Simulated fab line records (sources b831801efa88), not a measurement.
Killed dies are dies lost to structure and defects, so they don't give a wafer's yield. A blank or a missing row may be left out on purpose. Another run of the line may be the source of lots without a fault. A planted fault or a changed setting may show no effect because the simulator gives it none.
A lot that was struck, set against a sound lot | flow sky130 | 37 steps out of a route of 708
Sound: the wafers L807.2, L807.4, L807.6. Struck: wafer L800.5 (left out: L800.1, L800.3 of the same lot, which were not struck); the cause appears at the end.
Order at every step that has rows: each side's tool, ch and its chambers, its first start. Under that, the readings that differ: sound wafers | struck wafers | difference of the means | sigmas: that difference in standard deviations of wafers without a fault.
alike: same words and numbers on both sides, and readings whose means sit less than 2 such deviations apart. not compared: any withheld reading, any reading some wafer has no value for, any bound like >300 that may hide the same value, and any number with overlapping values for which the record gives no deviation.
A row with sigmas, a row that says differs or no value, or rows on one side alone: a step with any of these is where the two part. Numbers that have no deviation but don't overlap get no sigmas and don't part them. Lack of a reading on every wafer of one side parts them only where that side has two or more wafers.

first, 9 steps without rows for these wafers: SKY_VIA3_SPUTTER_20 (material TiN, target thk 20 nm, time 80 s); SKY_VIA3_CVD_21 (deposits W, target thk 390 nm, time 117.31 s); SKY_VIA3_CMP_24 (polishes, stops on SiO2, t overpolish 20 s, target thk 0 nm); SKY_METAL4_SPUTTER_00 (material Ti, target thk 15 nm, time 10 s); SKY_METAL4_SPUTTER_01 (material TiN, target thk 20 nm, time 16.7 s); SKY_METAL4_SPUTTER_02 (material AlCu, target thk 735 nm, time 39.1 s); SKY_METAL4_SPUTTER_03 (material Ti, target thk 5 nm, time 3.3 s); SKY_METAL4_SPUTTER_04 (material TiN, target thk 70 nm, time 58.3 s); SKY_CAP2M_CVD_00 (deposits SiO2, target thk 15.5 nm).
SKY_CAP2M_SPUTTER_02: material TiN, target thk 200 nm, time 166.7 s.
  sound on pvd-sputter-04, day 44 21:11; struck on pvd-sputter-02, day 42 06:19
  reading                                   | sound             | struck | difference | sigmas
  model.TiN_of_CAP2M_SPUTTER_02.thk-nm (nm) | 196.9 196.5 201.4 | 268.4  | +70.1      |
  alike: throttle-valve-pct
SKY_CAP2M_RS_MEAS_03: the measuring method here is four-point-probe.
  sound on film-metro-04, day 44 21:19; struck on film-metro-04, day 42 06:43
  reading               | sound          | struck | difference | sigmas
  CAP2M_TIN_RS (ohm/sq) | 7.04 7.03 6.88 | 5.12   | -1.86      | -26
  not compared: hold
SKY_CAP2M_THK_MEAS_04: measures by xrf.
  sound on film-metro-04, day 44 21:25; struck on film-metro-04, day 42 08:23
  reading            | sound             | struck | difference | sigmas
  CAP2M_TIN_THK (nm) | 193.5 194.0 198.3 | 265.3  | +70.0      | +33
  not compared: hold
then, 6 steps without rows for these wafers: SKY_CAP2M_HMDS_06 (prime time 60 s); SKY_CAP2M_COAT_07 (resist thk 1140 nm); SKY_CAP2M_SOFTBAKE_08 (time 60 s); SKY_CAP2M_EXPOSE_09 (exposes mask CAP2M, target cd 1000 nm); SKY_CAP2M_PEB_10; SKY_CAP2M_DEVELOP_11 (develop time 60 s).
SKY_CAP2M_METAL_ETCH_13: etches TiN in Cl2/BCl3, stops on SiO2, target depth 220 nm, time 62.9 s.
  sound on rie-metal-03 ch 0,1, day 45 17:36; struck on rie-metal-04 ch 0, day 43 05:21
  reading                | sound                | struck | difference | sigmas
  oes-product-au (a.u.)  | 0.936 0.930 0.941    | 1.015  | +0.079     | +11
  throttle-valve-pct (%) | 21.895 21.905 21.894 | 21.854 | -0.044     | -5
  alike: drypump-motor-current-A
  not compared: rf-hours-counter-h
then, 16 steps without rows for these wafers: SKY_CAP2M_STRIP_14 (strips in O2/N2); SKY_CAP2M_STRIP_15 (strips in post etch residue remover, time 1200 s); SKY_CAP2M_CLEAN_16 (cleans in IPA, time 180 s); SKY_CAP2M_CLEAN_17 (cleans in O3/DIW); SKY_METAL4_DEHYDRATE_05 (time 60 s); SKY_METAL4_HMDS_06 (prime time 60 s); SKY_METAL4_COAT_07 (resist thk 60 nm); SKY_METAL4_COAT_08 (resist thk 1140 nm); SKY_METAL4_SOFTBAKE_09 (time 90 s); SKY_METAL4_EXPOSE_10 (exposes mask MM4, target cd 300 nm); SKY_METAL4_PEB_11; SKY_METAL4_DEVELOP_12 (develop time 60 s); SKY_METAL4_DESCUM_15 (chemistry O2, time 8 s); SKY_METAL4_ETCH_16 (etches BARC in N2/H2, stops on SiO2, time 88.2 s, target depth 60 nm); SKY_METAL4_ETCH_17 (etches SiO2 in C4F8/O2/Ar, stops on TiN, time 3.9 s, target depth 15 nm); SKY_METAL4_METAL_ETCH_18 (etches the open film in Cl2/BCl3, stops on SiO2, target depth 845 nm, time 183.1 s).
SKY_METAL4_STRIP_20: strips in post etch residue remover, time 1200 s.
  sound on wet-bench-02 ch 1, day 46 14:59; struck on wet-bench-03 ch 1, day 44 04:24
  reading                                   | sound             | struck | difference | sigmas
  model.TiN_of_CAP2M_SPUTTER_02.thk-nm (nm) | 196.1 195.7 200.6 | 267.6  | +70.1      |
-- the record jumps here: 4 days lie between the struck wafers' starts before and after (it left off in module METAL4 and takes up again in module PAD_OPEN, whose first step shown is number 708 of the route) --
SKY_PAD_OPEN_PROBE_99:
  sound on prober-01, day 49 21:01; struck on prober-02, day 47 21:46
  reading                                    | sound                          | struck | difference | sigmas
  killed-at-other                            | 0 1 0                          | 2      | +2         | +3
  model.etest.tester.sort-n-pass             | 406 405 397                    | 0      | -403       |
  model.etest.met4.line-ohm-um               | 0.1404 0.1429 0.1405           | 94.38  | +94.24     |
  model.etest.tester.sort-yield-pct (%)      | 82.52 82.32 80.69              | 0      | -82        |
  model.etest.tester.sort_bin_4_pct (%)      | 0 0 0                          | 79.42  | +79.42     |
  model.etest.via4-chain.rc-ohm              | 0.7906 0.8166 0.8062           | 72.4   | +71.6      |
  model.etest.met4.rs-ohm-sq                 | 0.04166 0.04279 0.04169        | 28.28  | +28.24     |
  model.etest.tester.sort_bin_3_pct (%)      | 0.4065 0.813 0.813             | 2.901  | +2.223     |
  model.etest.met4.rs-ohm-sq-rim-less-centre | 0.0004056 0.0001799 -0.0001909 | -4.186 | -4.186     |
  alike: defect-limited-yield, killed_at_M0_to_M3, killed_at_M4_up, killed-at-contacts, killed-at-front-end, killed-dies, killed-open, killed-short

WHERE THEY PART
Last at SKY_PAD_OPEN_PROBE_99 as far as this record goes, first at SKY_CAP2M_RS_MEAS_03.

WHY: the cause the simulator had injected
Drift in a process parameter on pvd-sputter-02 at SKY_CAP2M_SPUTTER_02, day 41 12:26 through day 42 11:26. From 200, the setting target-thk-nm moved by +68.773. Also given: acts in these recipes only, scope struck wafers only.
